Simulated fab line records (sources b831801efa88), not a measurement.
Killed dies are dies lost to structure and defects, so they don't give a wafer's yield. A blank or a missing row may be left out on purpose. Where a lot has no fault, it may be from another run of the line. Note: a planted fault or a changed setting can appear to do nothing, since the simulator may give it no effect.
Problem report, 8D (eight disciplines) form, completed by code | flow gf180mcu | the parts of the form that need people (team, actions taken, sign-off) are left out

1. THE ISSUE
Wafers with no fault read 7.86 s with a standard deviation of 0.044, whereas stripTimeToEndpointS at GF_M1_STRIP_17 reads a mean of 9.04 s on 1 wafer of 1 lot. That is +27 standard deviations from the usual mean.
The step: strips in O2/N2.
Earliest sighting: wafer L933.2 on plasmaAsher-02 at day 24 07:28. The record holds 33 wafers of 11 lots with a number at this step. Rule for "out", or "out of limits": more than 4 standard deviations from the usual mean. Any other wafer with a number is counted as sound.

2. WHAT IT IS, AND WHAT IT ISN'T
question                    | is                                 | is not
which readings at this step | stripTimeToEndpointS, oesProductAu | drypumpMotorCurrentA, heaterPowerW
which lots                  | L933                               | L914, L915, L918, L919, L920, L922, L925, L934, L935, L937
which wafers of those lots  | L933.2                             | L933.3, L933.4
read on which tools         | plasmaAsher-02                     | plasmaAsher-01, plasmaAsher-03
when                        | from day 24 07:28                  | up to then (23 sound wafers); but 9 sound wafers of L934, L935, L937 came after

3. THE SUSPECTS, EACH WITH WHAT RULES IT OUT
Counting: if a tool at a process step up to the reading ran every lot that is out, it stays a suspect. Sound lots after the first of them don't rule it out here, since some wafers of a struck lot are sound.
- rieDiel-02 at GF_CONTACT_ETCH_16 (etches BARC in N2/H2): kept. L933, the lot that is out, went through it at day 23 07:11; up to then, the latest sound lot through it was L922 at day 18 19:36.
- pvdSputter-01 at GF_CONTACT_SPUTTER_23 (material TiN, target thk 10 nm, time 40 s): kept. L933, the lot that is out, went through it at day 23 07:42; up to then, the latest sound lot through it was L915 at day 16 00:25.
- lithoTrack-02 at GF_M1_COAT_09 (resist thk 1000 nm): kept. L933, the lot that is out, went through it at day 23 20:10; up to then, the latest sound lot through it was L922 at day 19 08:44.
- plasmaAsher-02 at GF_M1_STRIP_17 (strips in O2/N2): kept. L933, the lot that is out, went through it at day 24 07:28; up to then, the latest sound lot through it was L919 at day 18 16:45. On those wafers its own readings are out: oesProductAu, stripTimeToEndpointS.
- At GF_CONTACT_ETCH_16, inside rieDiel-02: chamber 1 took the wafers that are out, while their sound lot-mates went through chambers 0, 3.
Left after counting: rieDiel-02 at GF_CONTACT_ETCH_16, pvdSputter-01 at GF_CONTACT_SPUTTER_23, lithoTrack-02 at GF_M1_COAT_09, plasmaAsher-02 at GF_M1_STRIP_17.

4. THE CAUSE (what the simulator had put in)
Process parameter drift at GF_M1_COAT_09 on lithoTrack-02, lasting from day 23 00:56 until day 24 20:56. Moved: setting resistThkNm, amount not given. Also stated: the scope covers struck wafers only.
4 suspects survive the count, and this tool is in that group.

5. THE EFFECT CHAIN, in route order
Each row: a reading where the mean over the struck wafers with a number is more than 3 standard deviations away from the usual. Readings are gone through only where the record gives a usual standard deviation; hours: the median, over the lots, of the time from a lot's start at the first step in this table giving one to that lot's start at this step; sigmas: the change measured in usual standard deviations.
hours | step             | reading              | usual      | on struck wafers | change | sigmas
0     | GF_M1_CD_MEAS_14 | cdNm                 | 229.7 nm   | 234.8            | +5.1   | +3.9
0     | GF_M1_STRIP_17   | oesProductAu         | 0.557 a.u. | 0.602            | +0.045 | +8.8
0     | GF_M1_STRIP_17   | stripTimeToEndpointS | 7.86 s     | 9.04             | +1.18  | +27
It contains these process steps:
- GF_M1_STRIP_17: strips in O2/N2.

6. WHAT WOULD HAVE CAUGHT IT SOONER
31 hours passed between the start of the fault at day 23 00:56 and the first reading out of limits in this record, taken at day 24 07:28.
By day 24 07:28, every lot that is out (1) had started GF_M1_COAT_09 on lithoTrack-02. Had the tool been put on hold then, not one of them would have been saved.
